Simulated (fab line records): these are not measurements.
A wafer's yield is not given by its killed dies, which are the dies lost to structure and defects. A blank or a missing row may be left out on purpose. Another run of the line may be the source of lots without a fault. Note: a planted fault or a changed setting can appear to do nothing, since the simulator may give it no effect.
Which tool is to blame? || flow sky130 || Sampling: 12 lots, 36 wafers, 4 of 708 route steps

WHAT THE GAUGES READ, wafer by wafer
SKY_NWELL_THK_MEAS_02. Usual: NWELL_OXIDATION_THK gives 9.94 nm (standard deviation 0.15).
{"lot": "L985", "measured": "day 2 15:04", "on": "film metro-02", "NWELL_OXIDATION_THK (nm)": "9.88 9.93 9.81", "flag": ""}
{"lot": "L986", "measured": "day 2 19:28", "on": "film metro-01", "NWELL_OXIDATION_THK (nm)": "9.79 9.89 9.89", "flag": ""}
{"lot": "L987", "measured": "day 2 20:59", "on": "film metro-01", "NWELL_OXIDATION_THK (nm)": "10.25 10.07 10.01", "flag": ""}
{"lot": "L988", "measured": "day 3 02:14", "on": "film metro-04", "NWELL_OXIDATION_THK (nm)": "9.69 9.92 9.92", "flag": ""}
{"lot": "L989", "measured": "day 3 10:23", "on": "film metro-01", "NWELL_OXIDATION_THK (nm)": "10.17 10.08 10.17", "flag": ""}
{"lot": "L990", "measured": "day 3 14:58", "on": "film metro-02", "NWELL_OXIDATION_THK (nm)": "9.81 9.73 9.69", "flag": ""}
{"lot": "L991", "measured": "day 3 18:38", "on": "film metro-01", "NWELL_OXIDATION_THK (nm)": "10.29 10.31 10.06", "flag": ""}
{"lot": "L992", "measured": "day 4 01:03", "on": "film metro-02", "NWELL_OXIDATION_THK (nm)": "9.78 9.97 9.87", "flag": ""}
{"lot": "L999", "measured": "day 5 12:56", "on": "film metro-02", "NWELL_OXIDATION_THK (nm)": "10.40 10.35 10.51", "flag": "OFF"}
{"lot": "L102", "measured": "day 6 06:55", "on": "film metro-02", "NWELL_OXIDATION_THK (nm)": "10.43 10.52 10.58 10.43 10.52 10.51", "flag": "OFF"}
{"lot": "L105", "measured": "day 6 22:31", "on": "film metro-01", "NWELL_OXIDATION_THK (nm)": "10.02 10.10 9.99", "flag": ""}
{"lot": "L106", "measured": "day 7 01:39", "on": "film metro-01", "NWELL_OXIDATION_THK (nm)": "10.12 9.99 10.10", "flag": ""}

SKY_VT_ADJUST_HVTP_OVL_MEAS_08. Usual: VT_ADJUST_HVTP_OVL gives -1.4 nm (standard deviation 1.5).
{"lot": "L985", "measured": "day 6 06:25", "on": "overlay-02", "VT_ADJUST_HVTP_OVL (nm)": "-5.1 -4.8 -3.1", "flag": ""}
{"lot": "L986", "measured": "day 6 11:01", "on": "overlay-02", "VT_ADJUST_HVTP_OVL (nm)": "-2.0 -4.3 -2.3", "flag": ""}
{"lot": "L987", "measured": "day 6 13:03", "on": "overlay-01", "VT_ADJUST_HVTP_OVL (nm)": "-0.6 0.3 0.2", "flag": ""}
{"lot": "L988", "measured": "day 6 19:42", "on": "overlay-02", "VT_ADJUST_HVTP_OVL (nm)": "-0.5 -3.3 -2.5", "flag": ""}
{"lot": "L989", "measured": "day 7 04:34", "on": "overlay-01", "VT_ADJUST_HVTP_OVL (nm)": "0.2 -0.1 0.6", "flag": ""}
{"lot": "L990", "measured": "day 7 09:04", "on": "overlay-02", "VT_ADJUST_HVTP_OVL (nm)": "0.4 -2.0 -1.3", "flag": ""}
{"lot": "L991", "measured": "day 7 15:06", "on": "overlay-02", "VT_ADJUST_HVTP_OVL (nm)": "-1.3 -1.5 -1.4", "flag": ""}
{"lot": "L992", "measured": "day 7 21:49", "on": "overlay-02", "VT_ADJUST_HVTP_OVL (nm)": "0.1 -0.5 -1.1", "flag": ""}
{"lot": "L999", "measured": "day 9 17:47", "on": "overlay-02", "VT_ADJUST_HVTP_OVL (nm)": "-0.4 0.2 -1.6", "flag": ""}
{"lot": "L102", "measured": "day 10 14:48", "on": "overlay-02", "VT_ADJUST_HVTP_OVL (nm)": "-1.0 -0.7 -0.4", "flag": ""}
{"lot": "L105", "measured": "day 11 12:06", "on": "overlay-02", "VT_ADJUST_HVTP_OVL (nm)": "-0.5 -1.0 0.3", "flag": ""}
{"lot": "L106", "measured": "day 11 13:41", "on": "overlay-01", "VT_ADJUST_HVTP_OVL (nm)": "-3.9 -1.0 0.3", "flag": ""}

WHICH TOOL RAN EACH LOT (tool, then ch and the chambers of the sampled wafers, then the start)
{"lot": "L985", "SKY_FIELD_ISO_STRIP_16": "plasma asher-02 ch 0, day 2 06:37", "SKY_NWELL_STRIP_25": "plasma asher-01 ch 0,1, day 5 11:28"}
{"lot": "L986", "SKY_FIELD_ISO_STRIP_16": "plasma asher-02 ch 0,1, day 2 10:55", "SKY_NWELL_STRIP_25": "plasma asher-02 ch 0,1, day 5 15:40"}
{"lot": "L987", "SKY_FIELD_ISO_STRIP_16": "plasma asher-04 ch 0,1, day 2 14:37", "SKY_NWELL_STRIP_25": "plasma asher-01 ch 0,1, day 5 18:16"}
{"lot": "L988", "SKY_FIELD_ISO_STRIP_16": "plasma asher-01 ch 1, day 2 19:48", "SKY_NWELL_STRIP_25": "plasma asher-01 ch 0,1, day 6 00:19"}
{"lot": "L989", "SKY_FIELD_ISO_STRIP_16": "plasma asher-02 ch 0,1, day 3 02:43", "SKY_NWELL_STRIP_25": "plasma asher-02 ch 1, day 6 09:31"}
{"lot": "L990", "SKY_FIELD_ISO_STRIP_16": "plasma asher-02 ch 0,1, day 3 07:16", "SKY_NWELL_STRIP_25": "plasma asher-03 ch 0,1, day 6 13:38"}
{"lot": "L991", "SKY_FIELD_ISO_STRIP_16": "plasma asher-01 ch 0,1, day 3 11:13", "SKY_NWELL_STRIP_25": "plasma asher-02 ch 1, day 6 18:52"}
{"lot": "L992", "SKY_FIELD_ISO_STRIP_16": "plasma asher-02 ch 0,1, day 3 17:53", "SKY_NWELL_STRIP_25": "plasma asher-01 ch 0,1, day 7 01:27"}
{"lot": "L999", "SKY_FIELD_ISO_STRIP_16": "plasma asher-02 ch 0,1, day 5 06:50", "SKY_NWELL_STRIP_25": "plasma asher-02 ch 0,1, day 8 19:07"}
{"lot": "L102", "SKY_FIELD_ISO_STRIP_16": "plasma asher-01 ch 0,1, day 5 21:15", "SKY_NWELL_STRIP_25": "plasma asher-02 ch 0,1, day 9 16:23"}
{"lot": "L105", "SKY_FIELD_ISO_STRIP_16": "plasma asher-02 ch 0,1, day 6 13:20", "SKY_NWELL_STRIP_25": "plasma asher-03 ch 0,1, day 10 12:37"}
{"lot": "L106", "SKY_FIELD_ISO_STRIP_16": "plasma asher-02 ch 0,1, day 6 19:32", "SKY_NWELL_STRIP_25": "plasma asher-01 ch 0,1, day 10 14:12"}
- SKY_FIELD_ISO_STRIP_16: strips in O2/N2.
- SKY_NWELL_STRIP_25: strips in O2/N2.

WHAT THE TOOLS THEMSELVES READ (means of the sampled wafers that have a number; where no wafer has one, the mark that the record gives instead)
SKY_FIELD_ISO_STRIP_16. Usual: drypump motor current A 5.8 A, standard deviation 0.37; oes product au 0.378 a.u., standard deviation 0.0049; strip time to endpoint s 3.544 s, standard deviation 0.026.
{"lot": "L985", "tool": "plasma asher-02", "drypump motor current A (A)": 6.1, "oes product au (a.u.)": 0.376, "strip time to endpoint s (s)": 3.538, "flag": ""}
{"lot": "L986", "tool": "plasma asher-02", "drypump motor current A (A)": 6.0, "oes product au (a.u.)": 0.382, "strip time to endpoint s (s)": 3.534, "flag": ""}
{"lot": "L987", "tool": "plasma asher-04", "drypump motor current A (A)": 6.1, "oes product au (a.u.)": 0.375, "strip time to endpoint s (s)": 3.522, "flag": ""}
{"lot": "L988", "tool": "plasma asher-01", "drypump motor current A (A)": 5.8, "oes product au (a.u.)": 0.377, "strip time to endpoint s (s)": 3.574, "flag": ""}
{"lot": "L989", "tool": "plasma asher-02", "drypump motor current A (A)": 5.8, "oes product au (a.u.)": 0.382, "strip time to endpoint s (s)": 3.562, "flag": ""}
{"lot": "L990", "tool": "plasma asher-02", "drypump motor current A (A)": 5.8, "oes product au (a.u.)": 0.382, "strip time to endpoint s (s)": 3.566, "flag": ""}
{"lot": "L991", "tool": "plasma asher-01", "drypump motor current A (A)": 5.6, "oes product au (a.u.)": 0.380, "strip time to endpoint s (s)": 3.549, "flag": ""}
{"lot": "L992", "tool": "plasma asher-02", "drypump motor current A (A)": 5.8, "oes product au (a.u.)": 0.379, "strip time to endpoint s (s)": 3.565, "flag": ""}
{"lot": "L999", "tool": "plasma asher-02", "drypump motor current A (A)": 6.0, "oes product au (a.u.)": 0.378, "strip time to endpoint s (s)": 3.482, "flag": ""}
{"lot": "L102", "tool": "plasma asher-01", "drypump motor current A (A)": 5.3, "oes product au (a.u.)": 0.376, "strip time to endpoint s (s)": 3.554, "flag": ""}
{"lot": "L105", "tool": "plasma asher-02", "drypump motor current A (A)": 5.8, "oes product au (a.u.)": 0.375, "strip time to endpoint s (s)": 3.526, "flag": ""}
{"lot": "L106", "tool": "plasma asher-02", "drypump motor current A (A)": 5.8, "oes product au (a.u.)": 0.375, "strip time to endpoint s (s)": 3.531, "flag": ""}

SKY_NWELL_STRIP_25. Usual: drypump motor current A 5.6 A, standard deviation 0.35; oes product au 0.723 a.u., standard deviation 0.0044; strip time to endpoint s 36.99 s, standard deviation 0.095.
{"lot": "L985", "tool": "plasma asher-01", "drypump motor current A (A)": 5.3, "oes product au (a.u.)": 0.723, "strip time to endpoint s (s)": 37.13, "flag": ""}
{"lot": "L986", "tool": "plasma asher-02", "drypump motor current A (A)": 5.8, "oes product au (a.u.)": 0.722, "strip time to endpoint s (s)": 37.13, "flag": ""}
{"lot": "L987", "tool": "plasma asher-01", "drypump motor current A (A)": 5.3, "oes product au (a.u.)": 0.723, "strip time to endpoint s (s)": 36.98, "flag": ""}
{"lot": "L988", "tool": "plasma asher-01", "drypump motor current A (A)": 5.3, "oes product au (a.u.)": 0.722, "strip time to endpoint s (s)": 37.01, "flag": ""}
{"lot": "L989", "tool": "plasma asher-02", "drypump motor current A (A)": 5.7, "oes product au (a.u.)": 0.726, "strip time to endpoint s (s)": 37.04, "flag": ""}
{"lot": "L990", "tool": "plasma asher-03", "drypump motor current A (A)": 5.6, "oes product au (a.u.)": 0.722, "strip time to endpoint s (s)": 36.99, "flag": ""}
{"lot": "L991", "tool": "plasma asher-02", "drypump motor current A (A)": 5.7, "oes product au (a.u.)": 0.721, "strip time to endpoint s (s)": 36.99, "flag": ""}
{"lot": "L992", "tool": "plasma asher-01", "drypump motor current A (A)": 5.6, "oes product au (a.u.)": 0.725, "strip time to endpoint s (s)": 37.09, "flag": ""}
{"lot": "L999", "tool": "plasma asher-02", "drypump motor current A (A)": 6.0, "oes product au (a.u.)": 0.722, "strip time to endpoint s (s)": 36.98, "flag": ""}
{"lot": "L102", "tool": "plasma asher-02", "drypump motor current A (A)": 5.8, "oes product au (a.u.)": 0.724, "strip time to endpoint s (s)": 36.98, "flag": ""}
{"lot": "L105", "tool": "plasma asher-03", "drypump motor current A (A)": 5.6, "oes product au (a.u.)": 0.726, "strip time to endpoint s (s)": 36.99, "flag": ""}
{"lot": "L106", "tool": "plasma asher-01", "drypump motor current A (A)": 5.3, "oes product au (a.u.)": 0.724, "strip time to endpoint s (s)": 36.96, "flag": ""}

THE ANSWER, worked out from the rows above alone
Rule: take the mean of a lot's wafers that have a number; if it is more than 3 standard deviations from the usual mean, the lot is off. A lot without any number at a reading at which 4 lots or more have one is off too. Where the step has rows for the other lots, those lots are counted as sound. The gauges are gone through in route order, then the tools' own readings, and for those a lot's mean is taken as printed above. The first step at which some lot is off is used, and at that step the reading that is off furthest; a lot without a number counts as furthest.
Off: at SKY_NWELL_THK_MEAS_02 (NWELL_OXIDATION_THK), L999, L102.
If a tool, at a process step before that reading, ran all the lots that are off and no sound lot after the first of them, it fits. The gauges at SKY_NWELL_THK_MEAS_02 are tried like those tools. One fits: SKY_NWELL_THK_MEAS_02 on film metro-02. Its last sound lot is L992 (day 4 01:03), its first lot that is off L999 (day 5 12:56): a fault that began between those two fits.

WHAT THE SIMULATOR PUT IN
Metrology matching offset: film metro-02, from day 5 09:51 on, at SKY_NWELL_THK_MEAS_02. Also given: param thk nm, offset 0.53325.
Shown lots that were struck: L999, L102. The rule above found the same.
